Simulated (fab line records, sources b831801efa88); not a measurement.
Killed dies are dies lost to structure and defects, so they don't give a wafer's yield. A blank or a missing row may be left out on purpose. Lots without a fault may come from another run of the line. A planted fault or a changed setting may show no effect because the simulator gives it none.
Which tool did it? | flow gf180mcu | 12 lots, 36 wafers sampled, at 2 steps of a route of 602

WHAT THE GAUGES READ, wafer by wafer
GF_V1_OVL_MEAS_15. Usual: V1_OVL -1 nm, standard deviation 4.8.
lot  | measured     | on         | V1_OVL (nm) | flag
L791 | day 18 03:36 | overlay-01 | -3 -1 -1    |
L792 | day 18 15:53 | overlay-02 | -2 -3 -8    |
L796 | day 20 06:57 | overlay-02 | -4 -2 -7    |
L798 | day 21 18:35 | overlay-01 | 2 0 -4      |
L800 | day 22 07:13 | overlay-01 | 4 6 3       |
L801 | day 22 21:05 | overlay-01 | 2 -1 -7     |
L803 | day 23 07:54 | overlay-01 | -9 -6 -6    |
L805 | day 23 14:32 | overlay-01 | -1 3 -3     |
L804 | day 23 21:32 | overlay-01 | -1 6 5      |
L806 | day 24 01:34 | overlay-01 | 6 10 6      |
L809 | day 25 08:22 | overlay-02 | -3 -3 -7    |
L810 | day 25 10:30 | overlay-02 | 0 4 7       |

WHICH TOOL RAN EACH LOT (tool, then ch and the chambers of the sampled wafers, then the start)
lot  | GF_M1_STRIP_17
L791 | plasma_asher-04 ch 0,1, day 17 03:20
L792 | plasma_asher-03 ch 0,1, day 17 15:06
L796 | plasma_asher-02 ch 0,1, day 19 05:25
L798 | plasma_asher-03 ch 0,1, day 20 17:05
L800 | plasma_asher-04 ch 0,1, day 21 06:12
L801 | plasma_asher-04 ch 0,1, day 21 21:10
L803 | plasma_asher-03 ch 0,1, day 22 07:53
L805 | plasma_asher-03 ch 0,1, day 22 14:12
L804 | plasma_asher-04 ch 0,1, day 22 21:01
L806 | plasma_asher-03 ch 0,1, day 23 01:22
L809 | plasma_asher-04 ch 0,1, day 24 09:22
L810 | plasma_asher-04 ch 0, day 24 11:25
- GF_M1_STRIP_17: strips in O2/N2.

WHAT THE TOOLS THEMSELVES READ (means of the sampled wafers that have a number; where no wafer has one, the mark that the record gives instead)
GF_M1_STRIP_17. Usual: drypump_motor_current_A 5.6 A, standard deviation 0.55; heater_power_w 324 W, standard deviation 28; n2_flow_sccm 300.0 sccm, standard deviation 0.91; oes_product_au 0.558 a.u., standard deviation 0.0053; strip_time_to_endpoint_s 7.72 s, standard deviation 0.037.
lot  | tool            | drypump_motor_current_A (A) | heater_power_w (W) | n2_flow_sccm (sccm) | oes_product_au (a.u.) | strip_time_to_endpoint_s (s) | flag
L791 | plasma_asher-04 | 5.4                         | 303                | 300.1               | 0.551                 | 7.64                         |
L792 | plasma_asher-03 | 6.2                         | 343                | 300.3               | 0.564                 | 7.72                         |
L796 | plasma_asher-02 | 5.7                         | 360                | 298.4               | 0.564                 | 7.75                         |
L798 | plasma_asher-03 | 6.2                         | 326                | 300.3               | 0.559                 | 7.74                         |
L800 | plasma_asher-04 | 5.1                         | 294                | 300.2               | 0.555                 | 7.71                         |
L801 | plasma_asher-04 | 5.1                         | 294                | 299.6               | 0.561                 | 7.72                         |
L803 | plasma_asher-03 | 6.2                         | 323                | 301.3               | 0.566                 | 7.74                         |
L805 | plasma_asher-03 | 6.2                         | 330                | 298.5               | 0.559                 | 7.78                         |
L804 | plasma_asher-04 | 5.4                         | 296                | 299.8               | 0.557                 | 7.77                         |
L806 | plasma_asher-03 | 6.2                         | 332                | 300.5               | 0.556                 | 7.71                         |
L809 | plasma_asher-04 | 5.4                         | 303                | 299.8               | 0.560                 | 7.69                         |
L810 | plasma_asher-04 | 5.7                         | 308                | 300.2               | 0.560                 | 7.71                         |

THE ANSWER, worked out from the rows above alone
Rule: a lot is off if the mean of its wafers that have a number lies more than 3 standard deviations from the usual mean. A lot without any number at a reading at which 4 lots or more have one is off too. The other lots that the step has rows for count as sound. The gauges are gone through in route order, then the tools' own readings, and for those a lot's mean is taken as printed above. The first step at which some lot is off is used, and at that step the reading that is off furthest; a lot without a number counts as furthest.
No lot is off at any reading shown: from this, nothing can be told.

WHAT THE SIMULATOR HAD PUT IN
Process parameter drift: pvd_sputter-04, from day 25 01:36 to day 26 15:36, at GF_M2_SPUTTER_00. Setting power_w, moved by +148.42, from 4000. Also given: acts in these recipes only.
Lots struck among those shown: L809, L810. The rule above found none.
